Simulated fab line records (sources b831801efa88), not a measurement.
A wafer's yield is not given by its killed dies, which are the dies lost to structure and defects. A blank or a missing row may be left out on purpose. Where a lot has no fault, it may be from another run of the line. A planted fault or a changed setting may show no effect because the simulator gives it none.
The tool behind it: which one? ; flow sky130 ; Sampling: 11 lots, 33 wafers, 6 of 708 route steps

WHAT THE GAUGES SHOWED, per wafer
SKY_SD_N_RS_MEAS_16: measures by four-point-probe.
lot;measured;on;SD_N_RS (ohm/sq)
L159;day 27 11:09;filmMetro-02;68.64 68.62 68.62
L161;day 28 07:58;filmMetro-04;68.49 68.43 68.71
L162;day 28 14:52;filmMetro-04;68.64 68.47 68.65
L163;day 28 23:35;filmMetro-01;68.55 68.54 68.57
L167;day 30 18:34;filmMetro-02;64.10 63.94 64.21
L168;day 31 06:05;filmMetro-02;64.18 64.31 64.17
L178;day 34 01:22;filmMetro-04;68.68 68.54 68.49
L179;day 34 09:03;filmMetro-02;68.78 68.61 68.86
L180;day 34 15:47;filmMetro-04;68.52 68.46 68.49
L181;day 34 20:14;filmMetro-04;68.74 68.63 68.66
L182;day 35 00:24;filmMetro-04;68.75 68.61 68.59

SKY_SD_N_RS_MEAS_17: measures by four-point-probe.
lot;measured;on;SD_P_RS (ohm/sq)
L159;day 27 11:16;filmMetro-02;146.7 146.8 147.0
L161;day 28 08:05;filmMetro-04;147.2 147.2 147.0
L162;day 28 14:59;filmMetro-04;146.6 146.5 146.9
L163;day 28 23:42;filmMetro-01;146.8 146.9 146.9
L167;day 30 18:41;filmMetro-02;125.8 126.3 126.4
L168;day 31 06:12;filmMetro-02;126.8 127.0 126.3
L178;day 34 01:29;filmMetro-04;147.4 147.8 147.1
L179;day 34 09:10;filmMetro-02;148.0 147.4 147.7
L180;day 34 15:55;filmMetro-04;147.1 146.3 147.0
L181;day 34 20:21;filmMetro-04;147.3 147.2 147.3
L182;day 35 00:31;filmMetro-04;147.3 147.2 147.6

TOOL THAT RAN EACH LOT (tool first, then ch and the chambers of the sampled wafers, then the start)
lot;SKY_LDD_P_STRIP_10;SKY_SD_P_STRIP_10;SKY_RES_XHIGH_STRIP_08;SKY_SD_N_RTA_14
L159;plasmaAsher-04 ch 0,1, day 18 13:55;plasmaAsher-02 ch 0,1, day 24 23:53;plasmaAsher-04 ch 0, day 26 05:30;rtpAnneal-02 ch 0, day 27 10:58
L161;plasmaAsher-03 ch 0,1, day 19 14:32;plasmaAsher-01 ch 0,1, day 25 22:32;plasmaAsher-04 ch 0,1, day 27 02:39;rtpAnneal-02 ch 0, day 28 07:46
L162;plasmaAsher-04 ch 0,1, day 19 22:28;plasmaAsher-01 ch 0,1, day 26 05:23;plasmaAsher-04 ch 0,1, day 27 10:33;rtpAnneal-01 ch 0, day 28 14:41
L163;plasmaAsher-02 ch 0,1, day 20 07:03;plasmaAsher-01 ch 0,1, day 26 14:11;plasmaAsher-04 ch 0,1, day 27 18:48;rtpAnneal-02 ch 0, day 28 23:24
L167;plasmaAsher-02 ch 0,1, day 22 04:15;plasmaAsher-01 ch 0,1, day 28 09:56;plasmaAsher-04 ch 0,1, day 29 14:00;rtpAnneal-02 ch 0, day 30 18:23
L168;plasmaAsher-03 ch 0,1, day 22 11:13;plasmaAsher-01 ch 0,1, day 28 20:10;plasmaAsher-01 ch 0,1, day 30 00:57;rtpAnneal-02 ch 0, day 31 05:54
L178;plasmaAsher-04 ch 0,1, day 25 17:32;plasmaAsher-02 ch 0,1, day 31 18:01;plasmaAsher-04 ch 0,1, day 32 21:24;rtpAnneal-02 ch 0, day 34 01:11
L179;plasmaAsher-03 ch 0,1, day 25 22:49;plasmaAsher-01 ch 0,1, day 31 23:47;plasmaAsher-01 ch 0,1, day 33 03:45;rtpAnneal-01 ch 0, day 34 08:53
L180;plasmaAsher-03 ch 0,1, day 26 10:13;plasmaAsher-03 ch 0,1, day 32 09:44;plasmaAsher-02 ch 0,1, day 33 12:55;rtpAnneal-02 ch 0, day 34 15:37
L181;plasmaAsher-03 ch 0,1, day 26 14:29;plasmaAsher-01 ch 0,1, day 32 13:35;plasmaAsher-04 ch 0,1, day 33 17:01;rtpAnneal-01 ch 0, day 34 20:04
L182;plasmaAsher-04 ch 0,1, day 26 22:25;plasmaAsher-01 ch 0,1, day 32 19:26;plasmaAsher-04 ch 0,1, day 33 21:55;rtpAnneal-02 ch 0, day 35 00:13
- SKY_LDD_P_STRIP_10: strips in O2/N2.
- SKY_SD_P_STRIP_10: strips in O2/N2.
- SKY_RES_XHIGH_STRIP_08: strips in O2/N2.
- SKY_SD_N_RTA_14: time 2 s.

WHAT THE TOOLS THEMSELVES READ (means of the sampled wafers that have a number; where no wafer has one, the mark that the record gives instead)
SKY_LDD_P_STRIP_10.
lot;tool;drypumpMotorCurrentA (A);oesProductAu (a.u.);stripTimeToEndpointS (s)
L159;plasmaAsher-04;6.5;0.713;14.19
L161;plasmaAsher-03;5.7;0.713;14.18
L162;plasmaAsher-04;6.4;0.720;14.18
L163;plasmaAsher-02;5.6;0.717;14.18
L167;plasmaAsher-02;5.5;0.710;14.18
L168;plasmaAsher-03;6.0;0.719;14.25
L178;plasmaAsher-04;6.5;0.718;14.15
L179;plasmaAsher-03;5.7;0.720;14.26
L180;plasmaAsher-03;5.7;0.724;14.19
L181;plasmaAsher-03;6.0;0.714;14.20
L182;plasmaAsher-04;6.5;0.717;14.24

SKY_SD_P_STRIP_10.
lot;tool;drypumpMotorCurrentA (A);oesProductAu (a.u.);stripTimeToEndpointS (s)
L159;plasmaAsher-02;5.58;0.619;17.51
L161;plasmaAsher-01;5.82;0.617;17.47
L162;plasmaAsher-01;5.87;0.616;17.55
L163;plasmaAsher-01;5.86;0.617;17.59
L167;plasmaAsher-01;5.79;0.620;17.52
L168;plasmaAsher-01;5.89;0.616;17.46
L178;plasmaAsher-02;5.57;0.618;17.44
L179;plasmaAsher-01;5.87;0.614;17.46
L180;plasmaAsher-03;5.67;0.618;17.50
L181;plasmaAsher-01;5.81;0.618;17.49
L182;plasmaAsher-01;5.89;0.615;17.43

SKY_RES_XHIGH_STRIP_08.
lot;tool;drypumpMotorCurrentA (A);oesProductAu (a.u.);stripTimeToEndpointS (s)
L159;plasmaAsher-04;6.4;0.715;14.29
L161;plasmaAsher-04;6.4;0.713;14.25
L162;plasmaAsher-04;6.5;0.713;14.24
L163;plasmaAsher-04;6.4;0.712;14.26
L167;plasmaAsher-04;6.5;0.714;14.23
L168;plasmaAsher-01;5.9;0.708;14.26
L178;plasmaAsher-04;6.4;0.702;14.29
L179;plasmaAsher-01;5.8;0.712;14.24
L180;plasmaAsher-02;5.5;0.710;14.36
L181;plasmaAsher-04;6.5;0.711;14.25
L182;plasmaAsher-04;6.5;0.709;14.28

SKY_SD_N_RTA_14.
lot;tool;chamberO2Ppm;lampPowerPct (%);wafer_temp_C_max
L159;rtpAnneal-02;1.992;15.72;1078.5
L161;rtpAnneal-02;2.014;15.81;1077.7
L162;rtpAnneal-01;1.996;15.74;1079.1
L163;rtpAnneal-02;2.000;15.80;1077.7
L167;rtpAnneal-02;2.000;16.45;1101.3
L168;rtpAnneal-02;2.025;16.42;1101.5
L178;rtpAnneal-02;2.009;15.77;1078.3
L179;rtpAnneal-01;1.980;15.77;1076.4
L180;rtpAnneal-02;1.975;15.74;1077.1
L181;rtpAnneal-01;2.001;15.76;1079.4
L182;rtpAnneal-02;1.992;15.71;1079.5

THE ANSWER, worked out from the rows above alone
Rule: what is usual is taken from the lots themselves. The widest of any qualifying gaps counts: lots, ordered by their means at a reading, are off when they make up no more than a third of the lots, leave a main group of 4 or more, and stand apart from it by 3 or more times the standard deviation of that group's means. Not used: any main group whose means are identical at the precision the tables above print for the reading. Also off: a lot with no number at a reading for which 4 or more lots have one. All remaining lots with rows at the step are treated as sound. After the gauges, taken in route order, come the tools' own readings; for these a lot's mean is taken, as printed above. At the first step where some lot is off, the reading lying furthest off is the one used; lots without a number count as furthest.
Off: L167, L168, at SKY_SD_N_RS_MEAS_16 (SD_N_RS). The main group has a mean of 68.61 ohm/sq with a standard deviation of 0.074.
A tool fits if, at a process step before that reading, it ran every lot that is off, and no sound lot after the first of them. Not tried: the gauges at SKY_SD_N_RS_MEAS_16; whatever is off there is also off at SKY_SD_N_RTA_14, on other tools, and gauge error can't account for it. Not one of the candidates tried fits.

WHAT THE SIMULATOR HAD INSERTED
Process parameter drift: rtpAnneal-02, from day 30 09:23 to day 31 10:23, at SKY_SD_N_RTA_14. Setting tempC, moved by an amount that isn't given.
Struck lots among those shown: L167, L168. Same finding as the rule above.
